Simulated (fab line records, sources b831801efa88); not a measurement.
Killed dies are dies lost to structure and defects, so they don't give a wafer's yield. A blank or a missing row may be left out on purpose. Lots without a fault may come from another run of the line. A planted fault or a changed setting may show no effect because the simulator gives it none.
Which tool did it? | flow sky130 | 12 lots, 36 wafers sampled, at 3 steps of a route of 708

WHAT THE GAUGES READ, wafer by wafer
SKY_METAL3_OVL_MEAS_14.
lot  | measured     | on         | METAL3_OVL (nm)
L075 | day 39 00:35 | overlay-01 | -12 -16 -11
L079 | day 40 05:38 | overlay-01 | -7 -5 -1
L078 | day 40 08:28 | overlay-01 | -17 -9 -11
L081 | day 40 21:41 | overlay-01 | -9 -8 -8
L083 | day 41 09:38 | overlay-01 | 1 -10 -2
L085 | day 42 00:01 | overlay-01 | -4 -4 1
L087 | day 42 14:41 | overlay-02 | -4 -4 -2
L089 | day 43 01:35 | overlay-02 | -1 -8 -10
L092 | day 43 16:51 | overlay-01 | 5 0 -3
L093 | day 43 21:06 | overlay-01 | -7 -7 -9
L095 | day 44 21:27 | overlay-01 | -2 0 -5
L097 | day 45 09:50 | overlay-02 | -8 -8 -6

WHICH TOOL RAN EACH LOT (tool, then ch and the chambers of the sampled wafers, then the start)
lot  | SKY_VIA2_ETCH_15                   | SKY_METAL3_SPUTTER_04
L075 | rie_diel-04 ch 0,1,3, day 36 19:44 | pvd_sputter-04, day 36 21:10
L079 | rie_diel-04 ch 0,3, day 38 00:58   | pvd_sputter-04, day 38 03:00
L078 | rie_diel-01 ch 1,2,3, day 38 03:19 | pvd_sputter-02, day 38 04:56
L081 | rie_diel-03 ch 0,3, day 38 17:47   | pvd_sputter-01, day 38 19:16
L083 | rie_diel-04 ch 1,3, day 39 05:46   | pvd_sputter-04, day 39 07:12
L085 | rie_diel-01 ch 0,1, day 39 21:47   | pvd_sputter-04, day 39 23:13
L087 | rie_diel-03 ch 1,3, day 40 11:37   | pvd_sputter-04, day 40 13:05
L089 | rie_diel-04 ch 0,3, day 41 00:11   | pvd_sputter-04, day 41 01:40
L092 | rie_diel-01 ch 0,3, day 41 15:49   | pvd_sputter-01, day 41 17:17
L093 | rie_diel-03 ch 1,2, day 41 19:26   | pvd_sputter-02, day 41 21:14
L095 | rie_diel-04 ch 0,3, day 42 21:17   | pvd_sputter-02, day 42 22:47
L097 | rie_diel-01 ch 0,1,3, day 43 11:20 | pvd_sputter-02, day 43 12:48
- SKY_VIA2_ETCH_15: etches SiO2 in C4F8/O2/Ar, stops on TiN, target depth 546 nm, time 84 s.
- SKY_METAL3_SPUTTER_04: material TiN, target thk 70 nm, time 58.3 s.

THE ANSWER, worked out from the rows above alone
Rule: what is usual is taken from the lots themselves. Put in order of their means at a reading, lots are off if they are a third of the lots or fewer, leave a main group of 4 or more, and stand apart from it by a gap of 3 or more times the standard deviation of the main group's means; of several such gaps the widest counts. A main group whose means are all the same, to the digits that the tables above print for the reading, isn't used. A lot without any number at a reading at which 4 lots or more have one is off too. The other lots that the step has rows for count as sound.
No lot is off at any reading shown: from this, nothing can be told.

WHAT THE SIMULATOR HAD PUT IN
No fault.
